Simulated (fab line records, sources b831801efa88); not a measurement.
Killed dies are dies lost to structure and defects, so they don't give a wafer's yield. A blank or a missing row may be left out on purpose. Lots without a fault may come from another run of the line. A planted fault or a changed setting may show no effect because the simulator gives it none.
Chamber matching | flow sfq_line | SFQ_TRILAYER_L0_VIA_ETCH_VIA_ETCH_016 on rie_diel-04: 4 sister chambers
The step etches SiO2 in CHF3, stops on MoNx KI, target depth 80 nm. 16 wafers are shown with their chamber, then 8 later ones without.

WAFERS WITH THEIR CHAMBER
wafer  | chamber | drypump_motor_current_A (A) | oes_product_au (a.u.) | bias_w (W)
L290.2 | 2       | 5.77                        | 0.850                 | 80.13
L290.5 | 2       | 5.77                        | 0.862                 | 80.11
L290.6 | 3       | 5.84                        | 0.846                 | 79.98
L291.1 | 3       | 5.81                        | 0.836                 | 79.89
L291.2 | 0       | 5.69                        | 0.837                 | 80.20
L291.4 | 0       | 5.67                        | 0.841                 | 80.27
L294.4 | 0       | 5.70                        | 0.835                 | 80.11
L294.5 | 0       | 5.71                        | 0.842                 | 79.90
L294.6 | 3       | 5.79                        | 0.837                 | 80.25
L297.1 | 0       | 5.71                        | 0.845                 | 80.14
L297.2 | 2       | 5.75                        | 0.838                 | 79.93
L297.5 | 2       | 5.74                        | 0.852                 | 80.02
L307.2 | 0       | 5.65                        | 0.838                 | 79.59
L307.4 | 3       | 5.77                        | 0.841                 | 79.67
L307.6 | 1       | 5.36                        | 0.845                 | 79.58
L309.4 | 1       | 5.33                        | 0.851                 | 80.08

SIGNATURES (means of the wafers above)
reading                 | chamber 0 | chamber 1 | chamber 2 | chamber 3 | scatter within a chamber
drypump_motor_current_A | 5.6883    | 5.3450    | 5.7575    | 5.8025    | 0.0236
oes_product_au          | 0.83967   | 0.84800   | 0.85050   | 0.84000   | 0.00604
bias_w                  | 80.0350   | 79.8300   | 80.0475   | 79.9475   | 0.231
Rule: a wafer's distance from a chamber is the root of the sum, over the readings, of the square of ((its reading less the chamber's mean) divided by the reading's scatter). The wafer belongs to the nearest chamber; if the next one is less than 2 further off, it can't be placed. The scatter: the root of (the sum of the squares of (reading less its chamber's mean) over the shown wafers, divided by (wafers less chambers)).

WAFERS WITHOUT THEIR CHAMBER
wafer  | drypump_motor_current_A (A) | oes_product_au (a.u.) | bias_w (W)
L309.5 | 5.69                        | 0.854                 | 79.98
L309.6 | 5.34                        | 0.861                 | 79.61
L310.1 | 5.33                        | 0.848                 | 80.26
L310.5 | 5.81                        | 0.849                 | 80.09
L310.6 | 5.79                        | 0.840                 | 79.69
L312.2 | 5.78                        | 0.840                 | 79.62
L312.3 | 5.72                        | 0.839                 | 79.54
L312.5 | 5.79                        | 0.843                 | 79.85

WHICH CHAMBER EACH WENT THROUGH
wafer  | from the rows above          | in truth
L309.5 | can't be placed: 0 or 2      | 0
L309.6 | 1                            | 1
L310.1 | 1                            | 1
L310.5 | can't be placed: 3 or 2      | 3
L310.6 | can't be placed: 3 or 2      | 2
L312.2 | can't be placed: 3 or 2      | 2
L312.3 | can't be placed: 0 or 2 or 3 | 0
L312.5 | can't be placed: 3 or 2      | 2
Placed correctly: 2 of 8. Can't be placed from these rows: 6 (the true chamber is among the candidates in 6). Placed wrongly: 0.
